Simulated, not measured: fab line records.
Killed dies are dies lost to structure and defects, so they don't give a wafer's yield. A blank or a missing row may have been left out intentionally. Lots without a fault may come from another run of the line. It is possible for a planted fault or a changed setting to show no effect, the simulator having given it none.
The same fault as seen by 2 desks | flow gf180mcu | numbers are kept per desk, each desk with only its own; the story behind them comes last

DESK OF THE TOOL OWNER: wetBench-01
The tool's own readings at GF_SAB_WET_ETCH_12 (etches SiO2 in dHF, target depth 22 nm, time 440 s): means of the sampled wafers that have a number, for each lot that ran on this tool. Marked OUT: a lot whose mean sits more than 4 standard deviations from the usual mean, which makes it out of limits; the brackets give that distance.
Columns: A = runLengthS at GF_SAB_WET_ETCH_12, usual 468 s; B = tempC at GF_SAB_WET_ETCH_12, usual 25.00 C
lot  | first seen here | A             | B
L526 | day 15 08:25    | 465           | 25.05
L527 | day 15 22:16    | 468           | 24.81
L528 | day 16 10:11    | 338 (-42) OUT | 25.03
L530 | day 16 23:01    | 331 (-44) OUT | 25.04
This desk finds L528, L530 out of limits, L528 being first, at day 16 10:11 (runLengthS at GF_SAB_WET_ETCH_12). In limits: L526, L527.

THE METROLOGY DESK
What the gauges read for every lot (on any tool): the sampled wafers with a number, averaged. Marked OUT: a lot whose mean sits more than 4 standard deviations from the usual mean, which makes it out of limits; the brackets give that distance.
Columns: A = SAB_CVD_00_THK at GF_SAB_THK_MEAS_01, usual 50.1 nm; B = cdNm at GF_SAB_CD_MEAS_09, usual 420.2 nm; C = SAB_OVL at GF_SAB_OVL_MEAS_10, usual -0.3 nm
lot  | first seen here | A    | B     | C
L526 | day 14 11:02    | 50.1 | 419.4 | 0.0
L527 | day 15 00:05    | 50.0 | 422.6 | 0.4
L528 | day 15 12:31    | 50.6 | 424.0 | -0.9
L530 | day 16 00:35    | 50.1 | 419.7 | 0.6
L532 | day 16 15:32    | 50.1 | 423.2 | -1.4
L544 | day 20 12:41    | 50.1 | 417.3 | 0.3
This desk's finding: nothing out of limits on any of the 6 lots.

PUT TOGETHER
An alarm could have come from the tool owner's desk at day 16 10:11, on L528, L530.
From the metrology desk's view, nothing was out of limits.
The metrology desk holds a record of L528, L530, inside its limits.
Every lot named ran GF_SAB_WET_ETCH_12 on wetBench-01.

WHAT THE SIMULATOR HAD PUT IN
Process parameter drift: wetBench-01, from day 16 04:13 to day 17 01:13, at GF_SAB_WET_ETCH_12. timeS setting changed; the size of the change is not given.
Lots struck among those shown: L528, L530.
Time in hours from fault onset to the first out-of-limits reading at each desk: the tool owner's desk, 6.
